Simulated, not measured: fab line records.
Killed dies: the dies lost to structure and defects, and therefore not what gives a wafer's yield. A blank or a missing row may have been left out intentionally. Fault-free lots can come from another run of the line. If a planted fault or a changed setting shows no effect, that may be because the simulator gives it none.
Which tool did it? ; flow sky130 ; 11 lots, 33 wafers sampled, at 3 steps of a route of 708

## WHAT EACH GAUGE READ, for each wafer
SKY_SD_N_RS_MEAS_16: a four-point-probe measurement.
lot;measured;on;SD_N_RS (ohm/sq)
L846;day 27 22:45;film_metro-02;68.56 68.64 68.45
L847;day 28 08:59;film_metro-04;68.36 68.12 68.29
L849;day 29 01:41;film_metro-04;68.49 68.42 68.31
L848;day 29 03:23;film_metro-02;68.68 68.71 68.70
L850;day 29 16:07;film_metro-02;68.52 68.70 68.65
L851;day 29 22:52;film_metro-03;68.32 68.59 68.65
L852;day 30 02:55;film_metro-02;68.53 68.51 68.66
L856;day 31 08:19;film_metro-02;- - -
L855;day 31 09:47;film_metro-04;- - -
L857;day 31 12:26;film_metro-04;- - -
L858;day 32 10:43;film_metro-03;- - -

## WHICH TOOL RAN EACH LOT (tool, then ch and the chambers of the sampled wafers, then the start)
lot;SKY_SD_N_IMPLANT_09;SKY_SD_N_STRIP_11
L846;implanter-02 ch 0, day 27 22:04;plasma_asher-04 ch 0,1, day 27 22:20
L847;implanter-04 ch 0, day 28 08:19;plasma_asher-02 ch 0,1, day 28 08:34
L849;implanter-02 ch 0, day 29 01:00;plasma_asher-03 ch 0,1, day 29 01:18
L848;implanter-04 ch 0, day 29 02:42;plasma_asher-02 ch 0, day 29 03:00
L850;implanter-02 ch 0, day 29 15:26;plasma_asher-04 ch 0,1, day 29 15:43
L851;implanter-02 ch 0, day 29 22:11;plasma_asher-03 ch 0,1, day 29 22:29
L852;implanter-02 ch 0, day 30 02:14;plasma_asher-02 ch 0,1, day 30 02:32
L856;implanter-04 ch 0, day 31 07:34;plasma_asher-03 ch 0,1, day 31 07:51
L855;implanter-04 ch 0, day 31 09:06;plasma_asher-02 ch 0,1, day 31 09:24
L857;implanter-04 ch 0, day 31 11:45;plasma_asher-03 ch 1, day 31 12:03
L858;implanter-02 ch 0, day 32 10:03;plasma_asher-02 ch 0,1, day 32 10:20
- SKY_SD_N_IMPLANT_09
- SKY_SD_N_STRIP_11: strips in O2/N2.

## THE ANSWER, worked out from the rows above alone
Rule: the lots themselves supply what counts as usual. The widest of any qualifying gaps counts: lots, ordered by their means at a reading, are off when they make up no more than a third of the lots, leave a main group of 4 or more, and stand apart from it by 3 or more times the standard deviation of that group's means. If all means in a main group match to the digits the tables above print for the reading, that group is not used. Also off: a lot with no number at a reading for which 4 or more lots have one. All remaining lots with rows at the step are treated as sound.
Off: L856, L855, L857, L858, seen at SKY_SD_N_RS_MEAS_16 (SD_N_RS). Without a number there: L856, L855, L857, L858. The main group has a mean of 68.52 ohm/sq with a standard deviation of 0.13.
If a tool, at a process step before that reading, ran all the lots that are off and no sound lot after the first of them, it fits. Those tools and the gauges at SKY_SD_N_RS_MEAS_16 are tried in the same way. Not one of the candidates tried fits.

## WHAT THE SIMULATOR PUT IN
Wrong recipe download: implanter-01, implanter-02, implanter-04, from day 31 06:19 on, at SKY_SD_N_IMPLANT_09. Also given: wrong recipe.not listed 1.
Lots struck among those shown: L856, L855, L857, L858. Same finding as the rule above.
